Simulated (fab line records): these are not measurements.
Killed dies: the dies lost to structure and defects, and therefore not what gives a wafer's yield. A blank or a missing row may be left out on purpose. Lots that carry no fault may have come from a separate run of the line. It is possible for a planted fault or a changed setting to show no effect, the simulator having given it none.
fab line records -- flow sfq_line
record lots=6, wafers=17, last_day=81
route steps=325 shown L0V@27 M0@28
lots with no fault: from the same line, run without faults
start_h: start of the lot's first displayed wafer, in hours after the record's first day -- wait_h: hours from the lot's prior step to this one -- " same as the row above -- L1.1+2: several wafers, shown together as one row -- - no value, or no start given -- * or withheld: withheld -- < > ~ a bound
route shown NAME@n: a module of which the file shows steps, and the number in the route of the first -- usual: the fault-free wafers' mean and standard deviation -- same: alike in all rows -- chamber/n: place in a boat -- sites: the reading at each site -- _std_site: the values' standard deviation -- _edge_site: outer sites' mean less inner sites' -- radius_mm: for every site, how far away it sits from the centre of the wafer -- mask NAME#n: copy n -- behind: the most recent tool/chamber to have shaped the wafer -- hold: why the lot was held/for how many hours/how that ended -- device: names the non-switching transistor (n, p or np) -- end of line: the tests these same wafers got at the end of their route -- a step given without rows: its recipe and nothing more -- killed: count of dies lost to structure and defects at first sort (not the wafer's yield) -- map: the dies of a wafer, with x for killed, . for not killed, _ for no die there
set.NAME: the setting that was run; set.NAME@STEP: the one run at that earlier step -- model.NAME: the simulator's own value behind a step, which no gauge read
certain route steps with their lots: each step a table, each wafer a row
services: when a tool's chamber went out of use (start_h, in hours from the record's first day, below 0 if earlier), for how many hours, and the reason
## steps
# step SFQ_TRILAYER_L0_VIA_STRIP_SOLV_CLEAN_018
# recipe chemistry=NMP, temp_c=70, time_s=600
# step SFQ_TRILAYER_M0_DEP_PRE_CLEAN_020
# recipe gas=Ar, time_s=15, bias_v=250
# step SFQ_TRILAYER_M0_DEP_SPUTTER_019
# recipe material=Nb, base_pressure_pa=1.33e-06, chamber_pressure_pa=0.1333, substrate_temp_c=20, resputter_cathode_voltage_v=400, target_thk_nm=200, power_w=2000, time_s=133.3
# usual throttle_valve_pct=30.1/1.4
lot.wafer,tool,chamber,start_h,wait_h,throttle_valve_pct
L178.1,pvd_sputter-06,-,94.88,0.0,29.1
L178.3,pvd_sputter-06,-,94.88,0.0,28.7
L178.5,pvd_sputter-06,-,94.88,0.0,28.9
L182.1,pvd_sputter-06,-,191.46,0.0,28.8
L182.4,pvd_sputter-06,-,191.46,0.0,28.8
L182.6,pvd_sputter-06,-,191.46,0.0,31.1
L183.1,pvd_sputter-03,-,197.45,0.0,28.4
L183.2,pvd_sputter-03,-,197.45,0.0,30.6
L183.3,pvd_sputter-03,-,197.45,0.0,32.4
L194.1,pvd_sputter-06,-,280.75,0.0,28.9
L194.3,pvd_sputter-06,-,280.75,0.0,31.0
L194.4,pvd_sputter-06,-,280.75,0.0,28.9
L196.2,pvd_sputter-06,-,295.06,0.0,28.9
L196.4,pvd_sputter-06,-,295.06,0.0,28.9
L201.1,pvd_sputter-04,-,329.86,0.0,31.4
L201.3,pvd_sputter-04,-,329.86,0.0,30.2
L201.6,pvd_sputter-04,-,329.86,0.0,31.4
# step SFQ_M0_RS_MEAS_904
# recipe thk_meas_gauge=four-point-probe, reads=Nb_of_TRILAYER_M0_DEP_SPUTTER_019
# usual M0_NB_RS=0.884/0.011
lot.wafer,tool,chamber,start_h,wait_h,M0_NB_RS[ohm/sq]
L178.1,film_metro-04,-,94.97,0.0,0.883
L178.3,film_metro-04,-,94.97,0.0,0.866
L178.5,film_metro-04,-,94.97,0.0,0.865
L182.1,film_metro-04,-,191.56,0.0,0.892
L182.4,film_metro-04,-,191.56,0.0,0.860
L182.6,film_metro-04,-,191.56,0.0,0.873
L183.1,film_metro-02,-,197.54,0.0,0.881
L183.2,film_metro-02,-,197.54,0.0,0.878
L183.3,film_metro-02,-,197.54,0.0,0.869
L194.1,film_metro-04,-,280.84,0.0,0.885
L194.3,film_metro-04,-,280.84,0.0,0.869
L194.4,film_metro-04,-,280.84,0.0,0.859
L196.2,film_metro-02,-,295.17,0.1,0.873
L196.4,film_metro-02,-,295.17,0.1,0.884
L201.1,film_metro-04,-,329.95,0.0,0.890
L201.3,film_metro-04,-,329.95,0.0,0.890
L201.6,film_metro-04,-,329.95,0.0,0.891
# step SFQ_TRILAYER_M0_LITHO_COAT_026
# recipe resist=BARC, spin_rpm=3000, resist_thk_nm=62
# step SFQ_TRILAYER_M0_LITHO_COAT_021
# recipe resist=KrF, spin_rpm=3000, resist_thk_nm=600
# step SFQ_TRILAYER_M0_LITHO_SOFTBAKE_025
# recipe temp_c=withheld, time_s=withheld, resist=KrF
# step SFQ_TRILAYER_M0_LITHO_EXPOSE_022
# recipe mask_id=M0, na=0.6, source_shape=conventional, sigma_outer=0.65, target_cd_nm=500, dose_mj=14.4
# step SFQ_TRILAYER_M0_LITHO_PEB_024
# recipe peb_temp_c=115, peb_time_s=60, resist=KrF
# step SFQ_TRILAYER_M0_LITHO_DEVELOP_023
# recipe time_s=60, resist=KrF
# step SFQ_M0_OVL_MEAS_906
# usual M0_OVL=0/5.5
lot.wafer,tool,chamber,start_h,wait_h,M0_OVL[nm]
L178.1,overlay-02,-,184.53,0.1,-4
L178.3,overlay-02,-,184.53,0.1,-8
L178.5,overlay-02,-,184.53,0.1,-1
L182.1,overlay-02,-,293.02,0.1,-2
L182.4,overlay-02,-,293.02,0.1,2
L182.6,overlay-02,-,293.02,0.1,6
L183.1,overlay-02,-,294.22,0.1,7
L183.2,overlay-02,-,294.22,0.1,10
L183.3,overlay-02,-,294.22,0.1,5
L194.1,overlay-01,-,308.62,0.1,11
L194.3,overlay-01,-,308.62,0.1,1
L194.4,overlay-01,-,308.62,0.1,15
L196.2,overlay-01,-,311.24,0.1,-5
L196.4,overlay-01,-,311.24,0.1,-1
L201.1,overlay-02,-,332.38,0.1,2
L201.3,overlay-02,-,332.38,0.1,4
L201.6,overlay-02,-,332.38,0.1,-3
# step SFQ_TRILAYER_M0_BARC_OPEN_METAL_ETCH_031
# recipe mask_material=PR, chemistry=O2, target_depth_nm=125, target=BARC, icp_w=600, bias_w=80, pressure_mtorr=10, time_s=41.7
# usual drypump_motor_current_A=5.9/0.31, oes_product_au=0.685/0.0043, rf_fwd_power_W=593.5/2.8, run_length_s=70.1/0.3
lot.wafer,tool,chamber,start_h,wait_h,drypump_motor_current_A,oes_product_au,rf_fwd_power_W,rf_hours_counter_h,run_length_s,model.KrF_of_TRILAYER_M0_LITHO_COAT_021.thk_nm,model.SiO2_of_TRILAYER_L0_CAP_PECVD_011.thk_nm
L178.1,rie_metal-03,0,184.56,0.0,5.5,0.682,592.3,45,70.0,520.2,54.58
L178.3,rie_metal-03,1,184.56,0.0,6.3,0.683,596.6,-,69.7,520.4,55.2
L178.5,rie_metal-03,1,184.56,0.0,6.3,0.685,594.3,-,69.7,518.9,56.06
L182.1,rie_metal-03,0,293.06,0.0,5.5,0.685,595.6,65,69.9,522.8,54.68
L182.4,rie_metal-03,1,293.06,0.0,6.3,0.678,595.1,-,69.7,523.8,55.51
L182.6,rie_metal-03,0,293.06,0.0,5.6,0.684,593.8,-,70.3,523.1,55.67
L183.1,rie_metal-01,1,294.26,0.0,5.7,0.687,591.2,89,70.3,520.8,54.13
L183.2,rie_metal-01,0,294.26,0.0,5.8,0.686,596.1,54,70.0,522,54.3
L183.3,rie_metal-01,0,294.26,0.0,5.8,0.691,593.4,-,69.5,519.8,54.21
L194.1,rie_metal-03,1,308.66,0.0,6.3,0.688,595.4,26,69.6,519.5,53.42
L194.3,rie_metal-03,1,308.66,0.0,6.3,0.687,595.1,-,69.7,519.6,53.49
L194.4,rie_metal-03,0,308.66,0.0,5.6,0.685,592.1,-,69.9,521.6,54.88
L196.2,rie_metal-01,0,311.27,0.0,5.7,0.563,595.2,57,95.9,490.8,53.16
L196.4,rie_metal-01,0,311.27,0.0,5.8,0.680,593.4,-,69.7,521,54.98
L201.1,rie_metal-01,0,332.42,0.0,5.8,0.573,593.0,61,96.2,492.6,53.69
L201.3,rie_metal-01,1,332.42,0.0,5.7,0.691,592.5,-,69.9,523.5,54.02
L201.6,rie_metal-01,1,332.42,0.0,5.7,0.687,593.8,-,69.9,526.1,56.21
# step SFQ_TRILAYER_M0_ETCH_METAL_ETCH_024
# recipe target=Nb, stop_on=SiO2, mask_material=PR, chemistry=Cl2/Ar, target_depth_nm=240, icp_w=600, bias_w=80, pressure_mtorr=10, time_s=120
# usual drypump_motor_current_A=5.9/0.31, oes_product_au=0.898/0.0077, rf_fwd_power_W=596.9/1.9, run_length_s=148.42/0.29
lot.wafer,tool,chamber,start_h,wait_h,drypump_motor_current_A,oes_product_au,rf_fwd_power_W,rf_hours_counter_h,run_length_s,model.KrF_of_TRILAYER_M0_LITHO_COAT_021.thk_nm
L178.1,rie_metal-03,0,184.62,0.0,5.5,0.902,597.6,46,148.30,378.4
L178.3,rie_metal-03,1,184.62,0.0,6.3,0.913,599.5,-,148.04,377.7
L178.5,rie_metal-03,1,184.62,0.0,6.4,0.904,598.2,-,148.46,375.7
L182.1,rie_metal-03,0,293.12,0.0,5.5,0.893,598.7,65,148.43,381.6
L182.4,rie_metal-03,1,293.12,0.0,6.3,0.912,597.9,-,148.20,382.6
L182.6,rie_metal-03,0,293.12,0.0,5.5,0.898,597.7,-,148.17,381.4
L183.1,rie_metal-01,1,294.32,0.0,5.7,0.893,598.8,89,148.54,377.7
L183.2,rie_metal-01,0,294.32,0.0,5.8,0.901,597.3,54,148.25,381
L183.3,rie_metal-01,0,294.32,0.0,5.8,0.905,600.2,-,148.22,379.6
L194.1,rie_metal-03,1,308.72,0.0,6.3,0.899,597.9,26,148.44,378
L194.3,rie_metal-03,1,308.72,0.0,6.2,0.910,596.2,-,148.00,376.9
L194.4,rie_metal-03,0,308.72,0.0,5.5,0.916,594.2,-,148.40,379.4
L196.2,rie_metal-01,0,311.33,0.0,5.8,0.903,596.1,58,148.01,350.3
L196.4,rie_metal-01,0,311.33,0.0,5.8,0.894,596.8,-,147.87,380.6
L201.1,rie_metal-01,0,332.48,0.0,5.8,0.892,594.8,61,147.87,353
L201.3,rie_metal-01,1,332.48,0.0,5.7,0.888,599.1,-,148.32,382.9
L201.6,rie_metal-01,1,332.48,0.0,5.7,0.890,598.9,-,148.83,386
# step SFQ_TRILAYER_M0_STRIP_STRIP_025
# recipe gas=O2, power_w=200, platen_temp_c=40, overash_fraction=0.65, chemistry=O2, pressure_mtorr=50
# usual drypump_motor_current_A=5.9/0.31, oes_product_au=1.006/0.008
lot.wafer,tool,chamber,start_h,wait_h,drypump_motor_current_A,oes_product_au,rf_hours_counter_h
L178.1,rie_metal-03,0,184.75,0.1,5.6,1.010,46
L178.3,rie_metal-03,1,184.75,0.1,6.3,1.012,-
L178.5,rie_metal-03,1,184.75,0.1,6.3,1.007,-
L182.1,rie_metal-03,0,293.24,0.1,5.6,1.007,65
L182.4,rie_metal-03,1,293.24,0.1,6.3,0.994,-
L182.6,rie_metal-03,0,293.24,0.1,5.6,1.007,-
L183.1,rie_metal-01,1,294.44,0.1,5.7,1.010,89
L183.2,rie_metal-01,0,294.44,0.1,5.8,0.998,54
L183.3,rie_metal-01,0,294.44,0.1,5.8,1.003,-
L194.1,rie_metal-03,1,308.84,0.1,6.3,1.007,26
L194.3,rie_metal-03,1,308.84,0.1,6.3,1.002,-
L194.4,rie_metal-03,0,308.84,0.1,5.5,1.004,-
L196.2,rie_metal-01,0,311.46,0.1,5.8,0.988,58
L196.4,rie_metal-01,0,311.46,0.1,5.8,0.990,-
L201.1,rie_metal-01,0,332.60,0.1,5.8,0.998,62
L201.3,rie_metal-01,1,332.60,0.1,5.7,0.994,-
L201.6,rie_metal-01,1,332.60,0.1,5.7,1.000,-
## services
tool,chamber,start_h,hours,kind
rie_metal-03,1,88.44,22.6,repair
rie_metal-03,0,89.76,2.1,repair
pvd_sputter-06,-,104.58,1.2,repair
rie_metal-03,1,111.08,-,clean
rie_metal-03,1,111.08,13.3,scheduled_down
rie_metal-03,1,111.08,13.3,vent_cycle
pvd_sputter-04,-,123.44,7.9,repair
pvd_sputter-03,-,189.83,4.6,repair
pvd_sputter-04,-,201.76,7.9,repair
rie_metal-03,1,270.88,12.7,repair
pvd_sputter-04,-,272.09,2.9,repair
pvd_sputter-03,-,287.11,3.2,repair
pvd_sputter-04,-,293.06,34.3,repair
pvd_sputter-04,-,325.80,3.1,repair
## key
first_sign step=SFQ_TRILAYER_M0_BARC_OPEN_METAL_ETCH_031, reading=run_length_s, direction=up, sigmas=86, usual=*, struck=*
effect step=SFQ_TRILAYER_M0_BARC_OPEN_METAL_ETCH_031, reading=oes_product_au, direction=down, sigmas=27, usual=0.685, struck=0.568
model_effect step=SFQ_TRILAYER_M0_BARC_OPEN_METAL_ETCH_031, value=KrF_of_TRILAYER_M0_LITHO_COAT_021.thk_nm, without=524.1, struck=491.7
model_effect step=SFQ_TRILAYER_M0_ETCH_METAL_ETCH_024, value=KrF_of_TRILAYER_M0_LITHO_COAT_021.thk_nm, without=384.1, struck=351.7
met_at SFQ_TRILAYER_M0_BARC_OPEN_METAL_ETCH_031
struck_wafers L196.2,L201.1
onset_between 294.26 311.27
fault kind=process_parameter_drift, tool=rie_metal-01, chamber=-, onset_h=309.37, steps=SFQ_TRILAYER_M0_BARC_OPEN_METAL_ETCH_031, channel=time_s, offset=*, shape=step, end_h=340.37, scope=struck_wafers_only, acts_in=*, stated=*
